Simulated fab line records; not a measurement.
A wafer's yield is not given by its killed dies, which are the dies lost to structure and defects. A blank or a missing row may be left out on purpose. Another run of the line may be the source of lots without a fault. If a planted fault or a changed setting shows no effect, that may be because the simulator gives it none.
Which tool did it? + flow gf180mcu + 6 lots with 18 wafers sampled at 4 steps, on a route of 602 steps

WHAT THE GAUGES SHOWED, per wafer
GF_V5_THK_MEAS_01.
| lot  | measured     | on           | V5_CVD_00_THK (nm) |
|------|--------------|--------------|--------------------|
| L907 | day 26 12:13 | filmMetro-02 | 300.6 298.8 301.4  |
| L909 | day 27 04:05 | filmMetro-01 | 307.1 305.8 305.5  |
| L911 | day 28 00:02 | filmMetro-01 | 300.9 300.7 300.4  |
| L914 | day 28 19:40 | filmMetro-03 | 299.2 299.9 301.5  |
| L922 | day 31 08:08 | filmMetro-01 | 305.0 306.0 301.9  |
| L928 | day 32 18:40 | filmMetro-02 | 299.4 295.4 297.7  |

WHICH TOOL RAN EACH LOT (tool, then ch and the chambers of the sampled wafers, then the start)
| lot  | GF_MIM_SPUTTER_03           | GF_MIM_SPUTTER_08           | GF_M5_METAL_ETCH_10              |
|------|-----------------------------|-----------------------------|----------------------------------|
| L907 | pvdSputter-04, day 24 16:35 | pvdSputter-03, day 24 16:47 | rieMetal-02 ch 0,1, day 26 11:29 |
| L909 | pvdSputter-03, day 25 08:38 | pvdSputter-04, day 25 08:49 | rieMetal-01 ch 0,1, day 27 03:23 |
| L911 | pvdSputter-03, day 26 05:10 | pvdSputter-02, day 26 05:22 | rieMetal-02 ch 0,1, day 27 23:20 |
| L914 | pvdSputter-04, day 27 02:32 | pvdSputter-02, day 27 02:44 | rieMetal-01 ch 0,1, day 28 18:56 |
| L922 | pvdSputter-04, day 29 18:08 | pvdSputter-02, day 29 18:20 | rieMetal-02 ch 0, day 31 07:20   |
| L928 | pvdSputter-02, day 31 07:13 | pvdSputter-03, day 31 07:25 | rieMetal-01 ch 0,1, day 32 17:52 |
- GF_MIM_SPUTTER_03: material Ti, target thk 10 nm, time 6.7 s.
- GF_MIM_SPUTTER_08: material AlCu, target thk 200 nm, time 10.6 s.
- GF_M5_METAL_ETCH_10: etches the open film in Cl2/BCl3, stops on SiO2, target depth 627.5 nm, time 104.6 s.

THE ANSWER, worked out from the rows above alone
Rule: the usual values come from the lots themselves. The widest of any qualifying gaps counts: lots, ordered by their means at a reading, are off when they make up no more than a third of the lots, leave a main group of 4 or more, and stand apart from it by 3 or more times the standard deviation of that group's means. A main group is skipped when, at the precision printed for the reading in the tables above, its means are all equal. Also off: a lot with no number at a reading for which 4 or more lots have one. Any other lot the step has rows for is counted as sound.
Nothing can be told from this: no lot is off at any reading shown.

WHAT WAS PUT IN BY THE SIMULATOR
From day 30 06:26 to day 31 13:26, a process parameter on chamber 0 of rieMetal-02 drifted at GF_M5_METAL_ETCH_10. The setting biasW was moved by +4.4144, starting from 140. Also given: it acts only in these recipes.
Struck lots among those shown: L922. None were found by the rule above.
